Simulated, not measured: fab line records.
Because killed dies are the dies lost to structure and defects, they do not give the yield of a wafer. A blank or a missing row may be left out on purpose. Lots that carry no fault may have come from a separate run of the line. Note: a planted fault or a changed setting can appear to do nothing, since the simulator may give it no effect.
A struck lot beside a sound one    flow gf180mcu    20 steps out of a route of 602
Sound: wafers L597.3, L597.4, L597.6. The struck wafers were L599.1, L599.2, L599.6. At the end, the cause is stated.
Order at every step that has rows: each side's tool, ch and its chambers, its first start. Under that, the readings that differ: sound wafers    struck wafers    difference of the means    sigmas: that difference in standard deviations of wafers without a fault.
alike: same words and numbers on both sides, and readings whose means sit less than 2 such deviations apart. not compared: any withheld reading, any reading some wafer has no value for, any bound like >300 that may hide the same value, and any number with overlapping values for which the record gives no deviation.
The two part at a step that has a row with sigmas, a row that says differs or no value, or rows on one side only. Numbers that have no deviation but don't overlap get no sigmas and don't part them. A reading missing from all wafers of one side parts the sides only when that side holds two or more wafers.

first, 1 step without rows for these wafers: GF_V2_CVD_00 (deposits SiO2, target thk 600 nm, time 100 s).
GF_V2_THK_MEAS_01:
  struck on film_metro-02, day 21 20:29; sound on film_metro-04, day 20 19:12
  alike: V2_CVD_00_THK
GF_V2_CVD_02: deposits SiO2 from TEOS, target thk 850 nm, time 94.851 s.
  sound on pecvd-01 ch 0,2, day 20 19:14; struck on pecvd-04 ch 0,1, day 21 20:32
  alike: heater_power_w
GF_V2_THK_MEAS_03:
  struck on film_metro-04, day 21 20:37; sound on film_metro-02, day 20 19:20
  alike: V2_CVD_02_THK
GF_V2_CMP_04: polishes SiO2.
  sound on cmp-01 ch 0,1, day 20 19:22; struck on cmp-01 ch 0,1,3, day 21 20:43
  alike: motor_current_A, time_to_endpoint_s
GF_V2_BOW_MEAS_05:
  struck on film_metro-03, day 21 20:58; sound on film_metro-03, day 20 19:43
  alike: V2_BOW
then, 6 steps without rows for these wafers: GF_V2_DEHYDRATE_06 (time 60 s); GF_V2_HMDS_07 (prime time 60 s); GF_V2_COAT_08; GF_V2_COAT_09 (resist thk 1000 nm); GF_V2_SOFTBAKE_10 (time 60 s); GF_V2_EXPOSE_11 (exposes mask Via2, target cd 260 nm).
GF_V2_PEB_12: peb time 90 s.
  sound on litho_track-04 ch 0, day 21 19:41; struck on litho_track-04 ch 0, day 22 19:58
reading                   sound                 struck                difference  sigmas
heater_power_total_W (W)  85.49 85.68 85.75     83.52 83.62 83.69     -2.03       -24
plate_temp_C (C)          134.87 134.80 135.17  132.70 132.58 132.55  -2.34       -18
then, 1 step without rows for these wafers: GF_V2_DEVELOP_13 (develop time 60 s).
GF_V2_CD_MEAS_14: the cd target is 260 nm.
  struck on cd_sem-01, day 22 20:19; sound on cd_sem-02, day 21 20:00
reading     sound              struck             difference  sigmas
cd_nm (nm)  260.0 259.3 259.8  252.0 252.4 253.1  -7.2        -6
GF_V2_OVL_MEAS_15:
  struck on overlay-02, day 22 20:26; sound on overlay-01, day 21 20:05
  alike: V2_OVL
GF_V2_ETCH_16: etches BARC in N2/H2.
  sound on rie_diel-03 ch 1,2, day 21 20:07; struck on rie_diel-03 ch 1,2, day 22 20:28
reading              sound              struck           difference  sigmas
model.V2.cd_nm (nm)  261.2 259.2 259.6  251.5 253 253.8  -7.2        
  alike: drypump_motor_current_A, oes_product_au, throttle_valve_pct
GF_V2_ETCH_17: etches SiO2 in C4F8/O2/Ar, stops on TiN, target depth 630 nm.
  sound: rie_diel-03 ch 1,2; struck: rie_diel-03 ch 1,2
reading              sound              struck             difference  sigmas
model.V2.cd_nm (nm)  261.1 258.8 259.5  251.6 253.1 253.9  -6.9        
  alike: oes_product_au
GF_V2_STRIP_18: strips in O2/N2.
  sound on plasma_asher-03 ch 0,1, day 21 20:17; struck on plasma_asher-01 ch 0,1, day 22 20:36
  alike: drypump_motor_current_A, heater_power_w, oes_product_au
  not compared: rf_hours_counter_h
-- the record jumps here: 8 days lie between the struck wafers' starts before and after (it left off in module V2 and takes up again in module PASSIVATION, whose first step shown is number 602 of the route) --
GF_PASSIVATION_PROBE_99:
  record: rows for the struck wafers here (prober-02, day 31 06:23), none for the sound ones

== WHERE THEY PART ==
Last at GF_PASSIVATION_PROBE_99 as far as this record goes, first at GF_V2_PEB_12.

WHY: whatever the simulator had introduced
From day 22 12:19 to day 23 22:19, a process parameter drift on litho_track-04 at GF_V2_PEB_12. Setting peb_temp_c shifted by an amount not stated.
